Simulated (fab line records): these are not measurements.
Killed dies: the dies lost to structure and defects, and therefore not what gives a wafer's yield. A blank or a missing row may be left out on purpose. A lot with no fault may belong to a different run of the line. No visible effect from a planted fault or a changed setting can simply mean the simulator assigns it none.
Matching of chambers	flow sky130	SKY_PASSIVATION_CVD_02 on pecvd-03: 3 sister chambers
The step deposits Si3N4, target thk 540 nm. 3 wafers are shown with their chamber, then 12 later ones without.

## WAFERS WITH THEIR CHAMBER
wafer	chamber	heaterPowerW (W)
L089.4	1	665
L088.5	0	589
L088.6	2	577

## WAFERS MISSING THEIR CHAMBER
wafer	heaterPowerW (W)
L091.1	534
L091.2	573
L091.5	655
L095.2	527
L095.4	566
L095.6	566
L097.1	573
L097.2	721
L097.3	593
L097.4	585
L097.5	608
L097.6	607

## EACH ONE'S CHAMBER
wafer	from the rows above	in truth
L091.1	can't be placed: 2 or 0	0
L091.2	can't be placed: 2 or 0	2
L091.5	1	1
L095.2	can't be placed: 2 or 0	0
L095.4	can't be placed: 2 or 0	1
L095.6	can't be placed: 2 or 0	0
L097.1	can't be placed: 2 or 0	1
L097.2	1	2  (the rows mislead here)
L097.3	can't be placed: 0 or 2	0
L097.4	can't be placed: 0 or 2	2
L097.5	can't be placed: 0 or 2 or 1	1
L097.6	can't be placed: 0 or 2 or 1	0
Placed correctly: 1 of 12. From these rows, 10 cannot be placed; in 8 the true chamber is one of the candidates. Number placed wrongly: 1.
How it was worked out, from the rows above alone: a wafer's distance from a chamber is the root of the sum, over the readings, of the square of ((its reading less the chamber's mean) divided by the reading's scatter). If the next closest chamber is less than 2 further off than the closest, the wafer can't be placed; otherwise it belongs to the closest. Each chamber's mean is taken over the wafers shown for it. The scatter: root of mean squared gap, hidden wafer to nearest shown wafer, with one shown wafer a chamber.
